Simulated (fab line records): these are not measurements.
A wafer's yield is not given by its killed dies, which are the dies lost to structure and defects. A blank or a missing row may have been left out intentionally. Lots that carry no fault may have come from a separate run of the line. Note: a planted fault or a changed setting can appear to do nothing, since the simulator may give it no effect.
Split-lot experiment    flow gf180mcu    23 wafers read from 5 lots, route of 602 steps

== SPLIT DETAILS ==
At GF_HV_LDD_CVD_56 (deposits Si3N4 from DCS/NH3, target thk 90 nm, time 1543 s), the setting timeS was moved away from the recipe's 1543 s on 15 of the 23 wafers read, by -13.5% to +10.8%. All remaining wafers had this setting at the recipe value.

== FROM THE SPLIT ON TO THE READING: in between, the file shows 1 step ==
- GF_HV_LDD_THK_MEAS_57

== THE READING ==
oesProductAu, in a.u., at GF_HV_LDD_ETCHBACK_58 (etches Si3N4 in CH3F/O2, stops on SiO2, time 100 s, target depth 90 nm). Typical for fault-free wafers on this fab line: 0.843 a.u., with standard deviation 0.0063 a.u.

wafer   tool, chamber at the split  timeS as run, s  against the recipe  oesProductAu, a.u.  against lot-mates on the recipe
L076.3  lpcvd-01, 1                 1543             recipe              0.841               -
L076.4  lpcvd-01, 1                 1543             recipe              0.846               -
L076.5  lpcvd-01, 1                 1543             recipe              0.855               -
L078.1  -, -                        1627             +5.4%               0.865               no lot-mate on the recipe
L078.2  -, -                        1627             +5.4%               0.864               no lot-mate on the recipe
L078.4  -, -                        1627             +5.4%               0.865               no lot-mate on the recipe
L078.5  -, -                        1627             +5.4%               0.859               no lot-mate on the recipe
L078.6  -, -                        1627             +5.4%               0.862               no lot-mate on the recipe
L079.1  -, -                        1543             recipe              0.846               -
L079.2  -, -                        1543             recipe              0.838               -
L079.3  -, -                        1543             recipe              0.843               -
L079.5  -, -                        1543             recipe              0.836               -
L079.6  -, -                        1543             recipe              0.833               -
L082.1  -, -                        1334             -13.5%              0.784               no lot-mate on the recipe
L082.2  -, -                        1334             -13.5%              0.791               no lot-mate on the recipe
L082.3  -, -                        1334             -13.5%              0.782               no lot-mate on the recipe
L082.5  -, -                        1334             -13.5%              0.787               no lot-mate on the recipe
L082.6  -, -                        1334             -13.5%              0.780               no lot-mate on the recipe
L083.1  -, -                        1710             +10.8%              0.889               no lot-mate on the recipe
L083.2  -, -                        1710             +10.8%              0.895               no lot-mate on the recipe
L083.3  -, -                        1710             +10.8%              0.896               no lot-mate on the recipe
L083.4  -, -                        1710             +10.8%              0.895               no lot-mate on the recipe
L083.5  -, -                        1710             +10.8%              0.887               no lot-mate on the recipe

FIT RESULTS
A straight line over all 23 wafers: oesProductAu changes by +0.00434 a.u. for each +1% of timeS; r = +0.99; the points scatter about the line by 0.0054 a.u.
Too few moved wafers with a lot-mate on the recipe to fit a line net of each lot's own level.

== THE WHOLE CHAIN: every reading that the file lists as answering this split, in the file's order ==
step                   what it does                                                            reading                                                                        change (the file's fit)                    r (the file's)
GF_HV_LDD_CVD_56       deposits Si3N4 from DCS/NH3, target thk 90 nm, time 1543 s              Si3N4_of_HV_LDD_CVD_56.thkNm (the simulator's own value, which no gauge read)  +0.834 nm for each +1% of the setting      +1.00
GF_HV_LDD_THK_MEAS_57                                                                          HV_LDD_CVD_56_THK                                                              +0.834 for each +1% of the setting         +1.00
GF_HV_LDD_ETCHBACK_58  etches Si3N4 in CH3F/O2, stops on SiO2, time 100 s, target depth 90 nm  oesProductAu                                                                   +0.00433 a.u. for each +1% of the setting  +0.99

== THE FILE'S OWN FIT ==
oesProductAu changes by +0.00433 a.u. for each +1% of timeS, r = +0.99.
